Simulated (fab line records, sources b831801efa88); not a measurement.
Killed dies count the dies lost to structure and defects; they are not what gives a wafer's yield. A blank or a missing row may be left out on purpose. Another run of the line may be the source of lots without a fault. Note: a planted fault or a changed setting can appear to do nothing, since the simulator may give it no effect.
Which tool was responsible?	flow gf180mcu	Sampling: 13 lots, 39 wafers, 3 of 602 route steps

== WHAT THE GAUGES SHOWED, per wafer ==
GF_V5_THK_MEAS_25: measures by xrf.
lot	measured	on	V5_W_THK (nm)
L365	day 27 12:15	filmMetro-02	340 345 343
L366	day 28 00:21	filmMetro-04	348 345 354
L367	day 28 03:59	filmMetro-01	354 345 353
L368	day 28 13:07	filmMetro-01	349 349 346
L369	day 28 22:00	filmMetro-01	349 351 347
L376	day 31 04:02	filmMetro-04	346 350 351
L377	day 31 09:01	filmMetro-01	356 348 355
L378	day 31 12:23	filmMetro-04	346 350 344
L379	day 31 17:49	filmMetro-02	340 350 354
L380	day 32 01:07	filmMetro-04	343 349 341
L381	day 32 05:35	filmMetro-01	347 355 355
L385	day 33 04:09	filmMetro-01	357 344 355
L387	day 33 19:59	filmMetro-04	348 347 338

GF_TOP_METAL_CD_MEAS_14: the cd target is 440 nm.
lot	measured	on	cdNm (nm)
L365	day 28 07:54	cdSem-02	441.4 443.5 444.5
L366	day 28 20:40	cdSem-02	438.9 440.1 440.7
L367	day 29 00:16	cdSem-02	436.8 438.6 439.5
L368	day 29 09:51	cdSem-01	439.3 440.7 441.5
L369	day 29 17:11	cdSem-01	434.2 434.9 433.8
L376	day 31 21:46	cdSem-02	440.1 437.1 438.3
L377	day 32 02:39	cdSem-02	434.8 435.4 436.9
L378	day 32 05:46	cdSem-01	445.3 441.6 442.8
L379	day 32 10:49	cdSem-02	438.4 438.7 437.4
L380	day 32 18:19	cdSem-01	438.7 441.7 439.4
L381	day 32 22:28	cdSem-02	439.0 438.0 439.3
L385	day 33 20:47	cdSem-02	436.1 437.5 436.3
L387	day 34 12:04	cdSem-01	442.6 440.7 442.8

== TOOL THAT RAN EACH LOT (tool first, then ch and the chambers of the sampled wafers, then the start) ==
lot	GF_V3_CLEAN_20
L365	wetBench-02 ch 2, day 22 15:17
L366	wetBench-01 ch 0, day 23 07:04
L367	wetBench-02 ch 1, day 23 10:35
L368	wetBench-02 ch 1, day 23 22:27
L369	wetBench-02 ch 1, day 24 07:28
L376	wetBench-02 ch 2, day 26 20:16
L377	wetBench-01 ch 3, day 27 01:47
L378	wetBench-01 ch 2, day 27 05:47
L379	wetBench-02 ch 3, day 27 13:59
L380	wetBench-02 ch 0, day 27 19:37
L381	wetBench-04 ch 3, day 28 02:17
L385	wetBench-01 ch 2, day 29 05:47
L387	wetBench-01 ch 0, day 30 00:39
- GF_V3_CLEAN_20: cleans in DIW.

== WHAT THE TOOLS THEMSELVES READ (means of the sampled wafers that have a number; where no wafer has one, the mark that the record gives instead) ==
The record holds no such reading with a usual standard deviation.

== THE ANSWER, worked out from the rows above alone ==
Rule: the usual values come from the lots themselves. Put in order of their means at a reading, lots are off if they are a third of the lots or fewer, leave a main group of 4 or more, and stand apart from it by a gap of 3 or more times the standard deviation of the main group's means; of several such gaps the widest counts. If all means in a main group match to the digits the tables above print for the reading, that group is not used. Also off: a lot with no number at a reading for which 4 or more lots have one. The other lots that the step has rows for count as sound. First the gauges in route order, then the tools' own readings, where a lot's mean is used as printed above. The first step at which some lot is off is used, and at that step the reading that is off furthest; a lot without a number counts as furthest.
No lot is off at any reading shown: from this, nothing can be told.

== WHAT THE SIMULATOR HAD PUT IN ==
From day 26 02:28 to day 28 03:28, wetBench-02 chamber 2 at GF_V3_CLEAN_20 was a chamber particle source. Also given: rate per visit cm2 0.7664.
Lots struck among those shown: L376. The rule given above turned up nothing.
